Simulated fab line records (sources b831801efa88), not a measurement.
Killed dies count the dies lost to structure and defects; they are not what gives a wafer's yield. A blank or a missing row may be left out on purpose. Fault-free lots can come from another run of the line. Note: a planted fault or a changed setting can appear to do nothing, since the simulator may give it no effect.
fab line records	flow sfq_line
record lots=7	wafers=21	last_day=86
route steps=325 shown I7@309 M8@311
lots that met no fault: taken from a fault-free run of the same line
start_h: hours from the record's opening day to when the first of the lot's shown wafers began	wait_h: how many hours have passed since the lot's step before this one	" unchanged from the row above	L1.1+2: a single row standing in for several wafers	- value missing, or start not given	* or withheld: withheld	< > ~ a bound
route shown NAME@n: a module of which the file shows steps, and the number in the route of the first	usual: mean and standard deviation over wafers with no fault	same: alike in all rows	chamber/n: place in a boat	sites: each site's reading	_std_site: standard deviation of those values	_edge_site: outer sites' mean less inner sites'	radius_mm: how far each site lies from the wafer's centre	mask NAME#n: copy n	behind: the last tool/chamber to shape the wafer	hold: why the lot was held/for how many hours/how that ended	device: whichever transistor did not switch (one of n, p or np)	end of line: the same wafers' tests at the end of the route	where a step has no rows: the recipe by itself	killed: dies lost to structure and defects at the first sort, not the wafer's yield	map: a wafer's dies, x killed, . not, _ none there
set.NAME: setting as actually run; set.NAME@STEP: the setting as run at that earlier step	model.NAME: the simulator's own value behind a step, which no gauge read
lots at some steps of the route; a table a step, a row a wafer
services: the hour from which a tool's chamber was out of use, counted from the record's first day as start_h (under 0 if before that day), plus the number of hours and why
## steps
# step SFQ_TRILAYER_I7_VIA_STRIP_STRIP_191
# recipe gas=O2	power_w=200	platen_temp_c=40	overash_fraction=0.65	chemistry=O2	pressure_mtorr=50
# usual drypump_motor_current_A=5.9/0.31	he_backside_leak_sccm=3.50/0.24	oes_product_au=1.002/0.0088
lot.wafer	tool	chamber	start_h	wait_h	drypump_motor_current_A	he_backside_leak_sccm	oes_product_au	rf_hours_counter_h
L590.2	rie_metal-03	0	1922.66	-	6.4	3.63	0.972	-
L590.3	"	0	"	"	6.4	3.77	0.987	-
L590.6	"	0	"	"	6.5	3.60	0.994	-
L594.4	rie_metal-03	1	1938.52	-	6.0	3.04	1.001	-
L594.5	"	0	"	"	6.4	3.77	0.985	-
L594.6	"	1	"	"	6.0	3.00	1.000	-
L604.1	rie_metal-01	0	2029.53	-	5.6	3.73	1.009	78
L604.2	"	1	"	"	5.6	3.52	1.006	26
L604.4	"	1	"	"	5.6	3.78	1.012	-
L605.3	rie_metal-04	1	2032.13	-	5.9	3.01	1.013	-
L605.5	"	0	"	"	5.8	3.69	1.009	-
L605.6	"	1	"	"	5.9	3.21	1.011	-
L606.1	rie_metal-04	1	2038.00	-	5.9	3.33	1.003	26
L606.3	"	1	"	"	5.9	3.29	0.999	-
L606.4	"	0	"	"	5.8	3.29	1.001	-
L607.3	rie_metal-04	1	2044.40	-	5.9	3.21	1.006	-
L607.5	"	1	"	"	5.9	3.48	1.006	-
L607.6	"	0	"	"	5.8	3.32	1.000	-
L608.1	rie_metal-03	1	2059.61	-	6.0	3.11	1.003	21
L608.4	"	0	"	"	6.5	3.63	0.995	-
L608.5	"	1	"	"	6.0	3.13	1.015	-
# step SFQ_TRILAYER_I7_VIA_STRIP_SOLV_CLEAN_192
# recipe chemistry=NMP	temp_c=70	time_s=600
# step SFQ_TRILAYER_M8_LITHO_LOR_COAT_197
# recipe resist=lift-off	spin_rpm=3000
# step SFQ_TRILAYER_M8_LITHO_LOR_BAKE_198
# recipe resist=lift-off	temp_c=withheld	time_s=withheld
# step SFQ_TRILAYER_M8_LITHO_COAT_193
# recipe resist=KrF	spin_rpm=3000	resist_thk_nm=600
# step SFQ_TRILAYER_M8_LITHO_SOFTBAKE_199
# recipe temp_c=withheld	time_s=withheld	resist=KrF
# step SFQ_TRILAYER_M8_LITHO_EXPOSE_194
# recipe mask_id=M8	na=0.6	source_shape=conventional	sigma_outer=0.65	target_cd_nm=2000	dose_mj=14.4
# step SFQ_TRILAYER_M8_LITHO_PEB_196
# recipe peb_temp_c=115	peb_time_s=60	resist=KrF
# step SFQ_TRILAYER_M8_LITHO_DEVELOP_195
# recipe img_clear_s=15	time_s=55	resist=KrF
# step SFQ_M8_OVL_MEAS_948
# usual M8_OVL=-2/6.2
lot.wafer	tool	chamber	start_h	wait_h	M8_OVL[nm]
L590.2	overlay-02	-	1927.33	0.1	-9
L590.3	"	-	"	"	-7
L590.6	"	-	"	"	-8
L594.4	overlay-02	-	2013.02	0.1	8
L594.5	"	-	"	"	-1
L594.6	"	-	"	"	2
L604.1	overlay-02	-	2034.14	0.1	3
L604.2	"	-	"	"	0
L604.4	"	-	"	"	-1
L605.3	overlay-02	-	2036.61	0.1	8
L605.5	"	-	"	"	4
L605.6	"	-	"	"	-1
L606.1	overlay-01	-	2041.80	0.1	-2
L606.3	"	-	"	"	-6
L606.4	"	-	"	"	2
L607.3	overlay-01	-	2048.61	0.1	2
L607.5	"	-	"	"	0
L607.6	"	-	"	"	6
L608.1	overlay-02	-	2063.18	0.1	7
L608.4	"	-	"	"	5
L608.5	"	-	"	"	6
# step SFQ_TRILAYER_M8_DEP_EVAP_197
# recipe material=Ti	angular_spread_deg=1	target_thk_nm=20	time_s=100	power_w=2000
# step SFQ_TRILAYER_M8_DEP_EVAP_198
# recipe material=Pt	angular_spread_deg=1	target_thk_nm=50	time_s=250	power_w=2000
# step SFQ_TRILAYER_M8_DEP_EVAP_196
# recipe material=Au	angular_spread_deg=1	target_thk_nm=180	time_s=900	power_w=2000
lot.wafer	tool	chamber	start_h	wait_h	model.Au_of_TRILAYER_M8_DEP_EVAP_196.thk_nm
L590.2	pvd_sputter-01	-	1927.59	0.1	181.6
L590.3	"	-	"	"	183.2
L590.6	"	-	"	"	181.7
L594.4	pvd_sputter-01	-	2013.26	0.1	181.8
L594.5	"	-	"	"	181.2
L594.6	"	-	"	"	181.6
L604.1	pvd_sputter-01	-	2034.40	0.1	179.4
L604.2	"	-	"	"	182.9
L604.4	"	-	"	"	216.6
L605.3	pvd_sputter-02	-	2036.87	0.1	181.4
L605.5	"	-	"	"	184.4
L605.6	"	-	"	"	178.9
L606.1	pvd_sputter-01	-	2042.06	0.1	186.3
L606.3	"	-	"	"	185.8
L606.4	"	-	"	"	216.9
L607.3	pvd_sputter-02	-	2048.87	0.1	181.6
L607.5	"	-	"	"	180.7
L607.6	"	-	"	"	181.1
L608.1	pvd_sputter-01	-	2063.45	0.1	182.7
L608.4	"	-	"	"	217.3
L608.5	"	-	"	"	215.4
# step SFQ_M8_RS_MEAS_949
# recipe thk_meas_gauge=four-point-probe	reads=Au_of_TRILAYER_M8_DEP_EVAP_196+Pt_of_TRILAYER_M8_DEP_EVAP_198+Ti_of_TRILAYER_M8_DEP_EVAP_197
# usual M8_AU_RS=0.1530/0.0021
lot.wafer	tool	chamber	start_h	wait_h	hold	M8_AU_RS[ohm/sq]
L590.2	film_metro-01	-	1928.12	0.3	-	0.1523
L590.3	"	-	"	"	-	0.1509
L590.6	"	-	"	"	-	0.1523
L594.4	film_metro-01	-	2013.84	0.3	-	0.1519
L594.5	"	-	"	"	-	0.1524
L594.6	"	-	"	"	-	0.1525
L604.1	film_metro-02	-	2034.92	0.3	await_dispo/0.2h/release	0.1539
L604.2	"	-	"	"	await_dispo/0.2h/release	0.1509
L604.4	"	-	"	"	await_dispo/0.2h/release	0.1273
L604.1	film_metro-02	-	2035.20	0.3	-	0.1539
L604.2	"	-	"	"	-	0.1509
L604.4	"	-	"	"	-	0.1272
L605.3	film_metro-01	-	2037.42	0.3	-	0.1528
L605.5	"	-	"	"	-	0.1503
L605.6	"	-	"	"	-	0.1550
L606.1	film_metro-04	-	2042.58	0.3	await_dispo/0.2h/release	0.1481
L606.3	"	-	"	"	await_dispo/0.2h/release	0.1487
L606.4	"	-	"	"	await_dispo/0.2h/release	0.1268
L606.1	film_metro-04	-	2042.87	0.3	-	0.1482
L606.3	"	-	"	"	-	0.1484
L606.4	"	-	"	"	-	0.1270
L607.3	film_metro-04	-	2049.42	0.3	-	0.1521
L607.5	"	-	"	"	-	0.1531
L607.6	"	-	"	"	-	0.1524
L608.1	film_metro-02	-	2063.96	0.3	await_dispo/0.2h/release	0.1513
L608.4	"	-	"	"	await_dispo/0.2h/release	0.1271
L608.5	"	-	"	"	await_dispo/0.2h/release	0.1282
L608.1	film_metro-02	-	2064.25	0.3	-	0.1514
L608.4	"	-	"	"	-	0.1269
L608.5	"	-	"	"	-	0.1280
# step SFQ_M8_THK_MEAS_950
# recipe thk_meas_gauge=xrf	reads=Au_of_TRILAYER_M8_DEP_EVAP_196
# usual M8_AU_THK=180.2/2.5
lot.wafer	tool	chamber	start_h	wait_h	hold	M8_AU_THK[nm]
L590.2	film_metro-01	-	1928.23	0.1	-	182.2
L590.3	"	-	"	"	-	183.7
L590.6	"	-	"	"	-	182.3
L594.4	film_metro-01	-	2013.93	0.1	-	181.3
L594.5	"	-	"	"	-	180.0
L594.6	"	-	"	"	-	181.7
L605.3	film_metro-01	-	2037.52	0.1	-	180.9
L605.5	"	-	"	"	-	183.1
L605.6	"	-	"	"	-	179.1
L604.1	film_metro-02	-	2039.11	3.9	await_dispo/0.2h/release	179.2
L604.2	"	-	"	"	await_dispo/0.2h/release	183.1
L604.4	"	-	"	"	await_dispo/0.2h/release	216.2
L604.1	film_metro-02	-	2039.34	0.2	-	180.0
L604.2	"	-	"	"	-	183.3
L604.4	"	-	"	"	-	217.0
L606.1	film_metro-04	-	2043.71	0.8	await_dispo/0.2h/release	185.6
L606.3	"	-	"	"	await_dispo/0.2h/release	185.3
L606.4	"	-	"	"	await_dispo/0.2h/release	217.6
L606.1	film_metro-04	-	2043.94	0.2	-	185.9
L606.3	"	-	"	"	-	185.8
L606.4	"	-	"	"	-	216.8
L607.3	film_metro-04	-	2049.52	0.1	-	180.4
L607.5	"	-	"	"	-	180.0
L607.6	"	-	"	"	-	181.0
L608.1	film_metro-02	-	2067.16	2.9	await_dispo/0.2h/release	182.7
L608.4	"	-	"	"	await_dispo/0.2h/release	217.4
L608.5	"	-	"	"	await_dispo/0.2h/release	215.0
L608.1	film_metro-02	-	2067.39	0.2	-	183.1
L608.4	"	-	"	"	-	218.0
L608.5	"	-	"	"	-	215.0
## services
tool	chamber	start_h	hours	kind
pvd_sputter-02	-	1904.28	1.9	repair
rie_metal-03	1	1904.84	-	clean
rie_metal-03	1	1904.84	-	consumable_replace:esc
rie_metal-03	1	1904.84	-	consumable_replace:focus_ring
rie_metal-03	1	1904.84	22.0	scheduled_down
rie_metal-03	1	1904.84	22.0	vent_cycle
pvd_sputter-01	-	1996.58	5.0	repair
rie_metal-04	-	2015.31	2.8	pm
rie_metal-03	-	2028.99	1.1	repair
pvd_sputter-02	-	2029.03	2.7	repair
rie_metal-03	-	2040.13	1.4	pm
## key
first_sign step=SFQ_M8_RS_MEAS_949	reading=visit	direction=added
effect step=SFQ_M8_RS_MEAS_949	reading=M8_AU_RS	direction=down	sigmas=12	usual=0.1530	struck=0.1273
effect step=SFQ_M8_THK_MEAS_950	reading=visit	direction=added
effect step=SFQ_M8_THK_MEAS_950	reading=M8_AU_THK	direction=up	sigmas=14	usual=180.2	struck=216.5
model_effect step=SFQ_TRILAYER_M8_DEP_EVAP_196	value=Au_of_TRILAYER_M8_DEP_EVAP_196.thk_nm	without=183.1	struck=216.5
met_at SFQ_TRILAYER_M8_DEP_EVAP_196
struck_wafers L604.4,L606.4,L608.4,L608.5
onset_between 2013.26 2034.40
fault kind=process_parameter_drift	tool=pvd_sputter-01	chamber=-	onset_h=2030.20	steps=SFQ_TRILAYER_M8_DEP_EVAP_196	channel=target_thk_nm	offset=33.478	shape=step	end_h=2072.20	scope=struck_wafers_only	acts_in=these_recipes_only	stated=180
